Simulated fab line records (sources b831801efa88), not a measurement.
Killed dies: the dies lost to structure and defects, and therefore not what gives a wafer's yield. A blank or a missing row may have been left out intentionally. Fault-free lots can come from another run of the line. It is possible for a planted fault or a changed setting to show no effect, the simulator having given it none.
fab line records -- flow sky130
record lots=4, wafers=12, last_day=50
route steps=708 shown GATE_OXIDE@192 POLY_GATE@204 RES_PROTECT@206 PAD_OPEN@708
lots that met no fault: from a run of the same line without faults
start_h: the number of hours between the record's first day and the start of the first shown wafer of the lot -- wait_h: time in hours since the lot's previous step -- " the same as in the row above -- L1.1+2: several wafers, shown together as one row -- - no value, or no start was given -- * or withheld: withheld -- < > ~ a bound
route shown NAME@n: a module of which the file shows steps, and the number in the route of the first -- usual: mean/standard deviation of fault-free wafers -- same: alike in all rows -- chamber/n: place in a boat -- sites: each site's reading -- _std_site: the values' standard deviation -- _edge_site: mean of outer sites minus mean of inner sites -- radius_mm: for every site, how far away it sits from the centre of the wafer -- mask NAME#n: copy n -- behind: tool/chamber where the wafer was last shaped -- hold: why the lot went on hold/how many hours it stayed there/how the hold came to an end -- device: the transistor (n, p or np) that didn't switch -- end of line: tests run on the same wafers once the route is complete -- for a step that has no rows: nothing shown but its recipe -- killed: not the wafer's yield, but the dies lost to structure and defects at the first sort -- map: a wafer's dies, marking killed ones x, the rest . and places with no die _
set.NAME: the setting that was run; set.NAME@STEP: the one run at that earlier step -- model.NAME: the simulator's own value behind a step, which no gauge read
certain route steps with their lots: each step a table, each wafer a row
services: when a tool's chamber went out of use (start_h, in hours from the record's first day, below 0 if earlier), for how many hours, and the reason
## steps
# step SKY_GATE_OXIDE_COAT_05
# recipe resist=NOVOLAK, spin_rpm=3000, resist_thk_nm=1140
# step SKY_GATE_OXIDE_SOFTBAKE_06
# recipe temp_c=90, time_s=60, resist=NOVOLAK
# step SKY_GATE_OXIDE_EXPOSE_07
# recipe mask_id=LVOM, na=0.6, source_shape=conventional, sigma_outer=0.6, polarization=unpolarized, target_cd_nm=600, dose_mj=170
# step SKY_GATE_OXIDE_PEB_08
# recipe temp_c=withheld, time_s=*, resist=NOVOLAK
# step SKY_GATE_OXIDE_DEVELOP_09
# recipe resist=NOVOLAK, developer=TMAH, develop_time_s=60, dev_temp_c=23
# step SKY_GATE_OXIDE_IMPLANT_11
# recipe species=B, energy_kev=10, dose_cm2=2.6e+12, tilt_deg=withheld
# step SKY_GATE_OXIDE_WET_ETCH_12
# recipe chemistry=dHF, target_depth_nm=16.8, dry=n2_spin, target=SiO2, dilution=100:1, temp_c=25, time_s=336
# step SKY_GATE_OXIDE_STRIP_13
# recipe chemistry=O2/N2, power_w=1400, pressure_mtorr=1500, platen_temp_c=withheld, o2_flow_sccm=3000, n2_flow_sccm=300, overash_fraction=0.5
# step SKY_GATE_OXIDE_CLEAN_15
# recipe chemistry=SC1/SC2, mix=1:4:20, temp_c=70, time_s=150, dry=n2_spin
# step SKY_GATE_OXIDE_OXIDATION_16
# recipe temp_c=800, ambient=O2, idle_temp_c=700, ramp_up_c_per_min=10, ramp_down_c_per_min=3, stabilise_s=600, purge_s=300, target_thk_a=35.7, ox_time_s=1915
# step SKY_POLY_GATE_CVD_00
# recipe material=poly-Si, target_thk_nm=180, temp_c=620, time_s=720, pressure_mtorr=200
# usual spike_tc_bottom_C=642.8/2.1, zone_power_centre_pct=8.2/0.68, zone_power_lower_pct=9.2/0.54, zone_power_top_pct=17.3/0.54
lot.wafer,tool,chamber,start_h,wait_h,spike_tc_bottom_C,zone_power_centre_pct,zone_power_lower_pct,zone_power_top_pct,model.poly-Si_of_POLY_GATE_CVD_00.thk_nm
L203.3,lpcvd-01,0,333.78,0.0,645.2,8.6,9.6,17.0,182.5
L203.4,lpcvd-01,0,333.78,0.0,643.4,8.8,9.6,16.9,182.7
L203.6,lpcvd-01,0,333.78,0.0,644.1,8.6,9.6,16.8,182.1
L210.2,lpcvd-01,0,392.64,0.0,642.7,8.7,9.4,16.8,291.3
L210.3,lpcvd-01,0,392.64,0.0,644.8,8.6,9.5,16.8,292
L210.6,lpcvd-01,0,392.64,0.0,644.3,8.6,9.6,16.9,291.9
L211.1,lpcvd-01,1,407.25,0.0,639.1,7.3,8.6,18.0,292.9
L211.4,lpcvd-01,1,407.25,0.0,642.1,7.3,8.5,17.8,293.8
L211.6,lpcvd-01,1,407.25,0.0,641.3,7.1,8.4,17.8,292.7
L222.1,lpcvd-01,1,494.26,0.0,640.5,7.2,8.4,18.1,182.9
L222.4,lpcvd-01,1,494.26,0.0,640.0,7.3,8.4,18.1,182.3
L222.5,lpcvd-01,1,494.26,0.0,639.7,7.3,8.5,18.2,184.3
# step SKY_POLY_GATE_THK_MEAS_01
# recipe reads=poly-Si_of_POLY_GATE_CVD_00
# usual POLY_GATE_CVD_00_THK=179.8/1.9
lot.wafer,tool,chamber,start_h,wait_h,POLY_GATE_CVD_00_THK[nm]
L203.3,film_metro-01,-,335.00,0.0,182.6
L203.4,film_metro-01,-,335.00,0.0,182.6
L203.6,film_metro-01,-,335.00,0.0,181.9
L210.2,film_metro-01,-,393.85,0.0,291.4
L210.3,film_metro-01,-,393.85,0.0,292.1
L210.6,film_metro-01,-,393.85,0.0,292.0
L211.1,film_metro-03,-,408.45,0.0,293.1
L211.4,film_metro-03,-,408.45,0.0,293.7
L211.6,film_metro-03,-,408.45,0.0,293.0
L222.1,film_metro-01,-,495.46,0.0,182.9
L222.4,film_metro-01,-,495.46,0.0,182.2
L222.5,film_metro-01,-,495.46,0.0,184.3
# step SKY_RES_PROTECT_DEHYDRATE_00
# recipe temp_c=200, time_s=60
# step SKY_RES_PROTECT_HMDS_01
# recipe prime_time_s=60, prime_temp_c=120
# step SKY_RES_PROTECT_COAT_02
# recipe resist=NOVOLAK, spin_rpm=3000, resist_thk_nm=1140
# step SKY_RES_PROTECT_SOFTBAKE_03
# recipe temp_c=90, time_s=60, resist=NOVOLAK
# step SKY_RES_PROTECT_EXPOSE_04
# recipe mask_id=RPM, na=0.6, source_shape=conventional, sigma_outer=0.6, polarization=unpolarized, target_cd_nm=1270, dose_mj=131
# step SKY_RES_PROTECT_PEB_05
# recipe temp_c=withheld, time_s=*, resist=NOVOLAK
# step SKY_RES_PROTECT_DEVELOP_06
# recipe resist=NOVOLAK, developer=TMAH, develop_time_s=60, dev_temp_c=23
# step SKY_POLY_GATE_IMPLANT_02
# recipe species=P, energy_kev=30, dose_cm2=7.7e+15, tilt_deg=0
# step SKY_RES_PROTECT_STRIP_07
# recipe chemistry=O2/N2, power_w=1400, pressure_mtorr=1500, platen_temp_c=withheld, o2_flow_sccm=3000, n2_flow_sccm=300, overash_fraction=0.5
# step SKY_RES_PROTECT_CLEAN_09
# recipe chemistry=SC1/SC2, mix=1:4:20, temp_c=70, time_s=150, dry=n2_spin
# usual bath_guard_temp_C=69.8/0.52
lot.wafer,tool,chamber,start_h,wait_h,bath_guard_temp_C,model.poly-Si_of_POLY_GATE_CVD_00.thk_nm
L203.3,wet_bench-04,1,361.90,0.0,69.4,181.9
L203.4,wet_bench-04,1,361.90,0.0,69.6,182
L203.6,wet_bench-04,1,361.90,0.0,69.3,181.4
L210.2,wet_bench-04,1,423.00,0.0,70.1,290.7
L210.3,wet_bench-04,1,423.00,0.0,69.5,291.3
L210.6,wet_bench-04,1,423.00,0.0,69.8,291.2
L211.1,wet_bench-01,0,437.84,0.1,68.6,292.3
L211.4,wet_bench-01,0,437.84,0.1,68.8,293.2
L211.6,wet_bench-01,0,437.84,0.1,69.0,292
L222.1,wet_bench-04,0,525.95,0.1,70.0,182.3
L222.4,wet_bench-04,0,525.95,0.1,70.0,181.6
L222.5,wet_bench-04,0,525.95,0.1,69.7,183.7
# step SKY_POLY_GATE_CVD_03
# recipe material=Si3N4, precursor=DCS/NH3, target_thk_nm=75, temp_c=770, time_s=1290, pressure_mtorr=250
# step SKY_POLY_GATE_DEHYDRATE_05
# recipe temp_c=200, time_s=60
# step SKY_POLY_GATE_HMDS_06
# recipe prime_time_s=60, prime_temp_c=120
# step SKY_POLY_GATE_COAT_07
# recipe resist=BARC, temp_c=withheld, time_s=withheld, spin_rpm=3000, resist_thk_nm=110
# step SKY_POLY_GATE_COAT_08
# recipe resist=KrF-thick, spin_rpm=3000, resist_thk_nm=450
# step SKY_POLY_GATE_SOFTBAKE_09
# recipe temp_c=100, time_s=90, resist=KrF-thick
# step SKY_POLY_GATE_EXPOSE_10
# recipe mask_id=P1M, na=0.68, source_shape=conventional, sigma_outer=0.6, target_cd_nm=150, dose_mj=28
# step SKY_POLY_GATE_PEB_11
# recipe peb_temp_c=withheld, peb_time_s=withheld, resist=KrF-thick
# step SKY_POLY_GATE_DEVELOP_12
# recipe develop_time_s=60, resist=KrF-thick, dev_temp_c=21
# step SKY_POLY_GATE_ETCH_15
# recipe chemistry=N2/H2, target=BARC, ion_energy_ev=200, source_w=500, bias_w=100, pressure_mtorr=30, n2_flow_sccm=100, h2_flow_sccm=200, stop_on=SiO2, time_s=118.5, target_depth_a=1100
# step SKY_POLY_GATE_ETCH_16
# recipe stop_on=poly-Si, chemistry=CH3F/O2, target=Si3N4, source_w=400, bias_w=80, pressure_mtorr=25, ch3f_flow_sccm=40, O2_flow_sccm=30, time_s=147.5, target_depth_a=750
# step SKY_POLY_GATE_ETCH_17
# recipe target_depth_nm=180, stop_on=SiO2, over_etch_frac=0.56667, chemistry=HBr/Cl2, target=poly-Si, icp_w=400, bias_w=100, pressure_mtorr=10, HBr_flow_sccm=150, Cl2_flow_sccm=50, time_s=70.5
# usual drypump_motor_current_A=5.7/0.47, oes_product_au=0.989/0.0081, throttle_valve_pct=33.684/0.0093
# same over_etch_frac=0.56667
lot.wafer,tool,chamber,start_h,wait_h,drypump_motor_current_A,oes_product_au,rf_hours_counter_h,throttle_valve_pct,model.etch.depth_nm,model.POLY_GATE.feature_depth_nm
L203.3,rie_si-02,2,391.98,0.0,5.3,1.001,5,33.689,181.9,181.9
L203.4,rie_si-02,0,391.98,0.0,5.8,0.999,1,33.692,181.1,181.1
L203.6,rie_si-02,3,391.98,0.0,5.6,1.003,-,33.678,181.4,181.4
L210.2,rie_si-01,1,457.98,0.0,6.5,0.992,1,33.696,178.5,178.5
L210.3,rie_si-01,3,457.98,0.0,5.7,0.994,63,33.692,178.2,178.2
L210.6,rie_si-01,1,457.98,0.0,6.5,0.982,-,33.689,177.8,177.8
L211.1,rie_si-01,0,470.38,0.0,4.8,1.000,7,33.677,181.2,181.2
L211.4,rie_si-01,1,470.38,0.0,6.5,0.988,-,33.676,176.6,176.6
L211.6,rie_si-01,0,470.38,0.0,4.9,1.012,-,33.679,181.5,181.5
L222.1,rie_si-02,3,558.07,0.0,5.6,0.999,0,33.668,182.3,182.3
L222.4,rie_si-02,0,558.07,0.0,5.8,1.001,2,33.698,181.6,181.6
L222.5,rie_si-02,1,558.07,0.0,5.9,1.002,-,33.675,182.7,182.7
# step SKY_POLY_GATE_STRIP_18
# recipe chemistry=O2/N2, power_w=1400, pressure_mtorr=1500, platen_temp_c=withheld, o2_flow_sccm=3000, n2_flow_sccm=300, overash_fraction=0.5
# step SKY_PAD_OPEN_PROBE_99
# usual killed_at_M0_to_M3=42/7.6, killed_at_M4_up=2.9/1.7, killed_at_contacts=24/5.1, killed_at_front_end=15/4, killed_dies=84/9.9, killed_on_rim=16/4, killed_open=46/7.2, killed_short=38/6.6
# same gross_dies=492, killed_at_back_side=0, killed_at_other=0
lot.wafer,tool,chamber,start_h,wait_h,killed_at_M0_to_M3,killed_at_M4_up,killed_at_contacts,killed_at_front_end,killed_dies,killed_on_rim,killed_open,killed_short
L203.3,prober-02,-,1091.76,0.2,39,0,31,16,86,11,44,42
L203.4,prober-02,-,1091.81,0.2,42,3,29,18,92,16,48,44
L203.6,prober-02,-,1091.91,0.2,45,1,22,15,83,15,48,35
L210.2,prober-01,-,1135.87,0.1,31,2,22,13,68,16,39,29
L210.3,prober-01,-,1135.92,0.2,55,2,17,12,86,19,44,42
L210.6,prober-01,-,1136.07,0.2,30,2,28,17,77,11,34,43
L211.1,prober-02,-,1141.91,0.1,50,5,26,10,91,12,53,38
L211.4,prober-02,-,1142.06,0.2,40,3,14,12,69,15,30,39
L211.6,prober-02,-,1142.16,0.2,41,5,24,14,84,20,44,40
L222.1,prober-01,-,1193.71,0.1,49,1,20,12,82,17,41,41
L222.4,prober-01,-,1193.86,0.2,48,1,11,19,79,17,37,42
L222.5,prober-01,-,1193.91,0.2,46,1,16,20,83,16,50,33
# killed by level:class
L203.3 CONTACT:geometric_particle:open=10 LI_CONTACT:geometric_particle:open=8 FIELD_ISO:geometric_particle:short=7 CONTACT:geometric_particle:short=7 VIA1:geometric_particle:open=7 METAL2:geometric_particle:short=6 FIELD_ISO:geometric_particle:open=5 VIA2:geometric_particle:open=5
L203.4 LI_CONTACT:geometric_particle:open=9 VIA1:geometric_particle:short=8 CONTACT:geometric_particle:open=7 LOCAL_INTERCONNECT:geometric_particle:short=6 METAL1:geometric_particle:short=6 VIA2:geometric_particle:open=6 FIELD_ISO:geometric_particle:short=5 VIA1:geometric_particle:open=5
L203.6 CONTACT:geometric_particle:open=9 VIA1:geometric_particle:open=9 METAL2:geometric_particle:short=7 VIA3:geometric_particle:open=7 VIA2:geometric_particle:open=5 LI_CONTACT:geometric_particle:short=4 LI_CONTACT:geometric_particle:open=4 VIA2:geometric_particle:short=4
L210.2 CONTACT:geometric_particle:open=8 LI_CONTACT:geometric_particle:open=7 VIA1:geometric_particle:open=6 METAL2:geometric_particle:short=5 VIA2:geometric_particle:open=4 VIA3:geometric_particle:open=4 POLY_GATE:geometric_particle:short=3 POLY_GATE:geometric_particle:open=3
L210.3 VIA3:geometric_particle:open=9 VIA1:geometric_particle:open=9 VIA2:geometric_particle:open=7 LOCAL_INTERCONNECT:geometric_particle:short=5 VIA1:geometric_particle:short=5 CONTACT:geometric_particle:open=5 METAL1:geometric_particle:short=5 METAL2:geometric_particle:short=5
L210.6 CONTACT:geometric_particle:short=10 POLY_GATE:geometric_particle:short=7 LI_CONTACT:geometric_particle:open=7 CONTACT:geometric_particle:open=6 VIA1:geometric_particle:open=5 METAL1:geometric_particle:short=4 VIA1:geometric_particle:short=4 METAL3:geometric_particle:short=4
L211.1 VIA1:geometric_particle:open=16 CONTACT:geometric_particle:open=10 VIA2:geometric_particle:open=9 LI_CONTACT:geometric_particle:open=8 VIA1:geometric_particle:short=5 METAL2:geometric_particle:short=5 FIELD_ISO:geometric_particle:short=4 METAL1:geometric_particle:short=4
L211.4 METAL1:geometric_particle:short=11 POLY_GATE:geometric_particle:short=5 CONTACT:geometric_particle:open=5 VIA2:geometric_particle:open=5 VIA3:geometric_particle:open=5 VIA1:geometric_particle:short=4 VIA1:geometric_particle:open=4 METAL2:geometric_particle:short=4
L211.6 VIA1:geometric_particle:open=11 CONTACT:geometric_particle:open=8 LI_CONTACT:geometric_particle:open=6 POLY_GATE:geometric_particle:short=5 VIA1:geometric_particle:short=5 FIELD_ISO:geometric_particle:open=4 LOCAL_INTERCONNECT:geometric_particle:short=4 CONTACT:geometric_particle:short=4
L222.1 VIA1:geometric_particle:open=9 METAL2:geometric_particle:short=8 LI_CONTACT:geometric_particle:short=6 LI_CONTACT:geometric_particle:open=5 CONTACT:geometric_particle:open=5 VIA1:geometric_particle:short=5 VIA2:geometric_particle:open=5 VIA2:geometric_particle:short=5
L222.4 VIA1:geometric_particle:open=9 METAL2:geometric_particle:short=9 FIELD_ISO:geometric_particle:open=8 FIELD_ISO:geometric_particle:short=6 VIA2:geometric_particle:open=6 METAL1:geometric_particle:short=5 VIA1:geometric_particle:short=4 VIA2:geometric_particle:short=4
L222.5 VIA1:geometric_particle:open=9 VIA3:geometric_particle:open=8 LI_CONTACT:geometric_particle:open=7 FIELD_ISO:geometric_particle:open=6 FIELD_ISO:geometric_particle:short=6 CONTACT:geometric_particle:open=6 METAL2:geometric_particle:short=6 VIA3:geometric_particle:short=6
## services
tool,chamber,start_h,hours,kind
rie_si-01,-,317.90,2.8,pm
rie_si-02,1,323.96,3.9,repair
rie_si-02,3,328.82,3.8,repair
lpcvd-01,-,380.40,6.1,pm
rie_si-01,1,407.76,2.4,repair
lpcvd-01,-,408.47,0.8,repair
rie_si-02,-,434.94,0.3,repair
rie_si-02,1,452.69,24.2,repair
rie_si-01,3,467.17,-,clean
rie_si-01,3,467.17,31.8,scheduled_down
rie_si-01,3,467.17,31.8,vent_cycle
rie_si-02,1,476.84,-,clean
rie_si-02,1,476.84,20.1,scheduled_down
rie_si-02,1,476.84,20.1,vent_cycle
rie_si-02,3,500.88,-,clean
rie_si-02,3,500.88,18.6,scheduled_down
rie_si-02,3,500.88,18.6,vent_cycle
rie_si-01,1,517.95,1.0,repair
rie_si-01,-,542.66,28.1,pm
## key
first_sign step=SKY_POLY_GATE_THK_MEAS_01, reading=POLY_GATE_CVD_00_THK, direction=up, sigmas=59, usual=179.8, struck=292.6
effect none on later readings
model_effect step=SKY_POLY_GATE_CVD_00, value=poly-Si_of_POLY_GATE_CVD_00.thk_nm, without=178.2, struck=292.4
model_effect step=SKY_RES_PROTECT_CLEAN_09, value=poly-Si_of_POLY_GATE_CVD_00.thk_nm, without=177.6, struck=291.8
model_effect step=SKY_POLY_GATE_ETCH_17, value=etch.depth_nm, without=177.2, struck=179
met_at SKY_POLY_GATE_CVD_00
struck_wafers L210.2,L210.3,L210.6,L211.1,L211.4,L211.6
tester_left_out L210,L211
onset_between 333.78 392.64
fault kind=process_parameter_drift, tool=lpcvd-01, chamber=-, onset_h=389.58, steps=SKY_POLY_GATE_CVD_00, channel=target_thk_nm, offset=114.19, shape=step, end_h=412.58, stated=180
# tester_left_out: of these lots the tester's yield and bins aren't shown, on N5 and GAA mostly nor the transistor test; their killed dies are dies lost to structure and defects alone, not to doping, threshold or leakage, so they don't give the yield
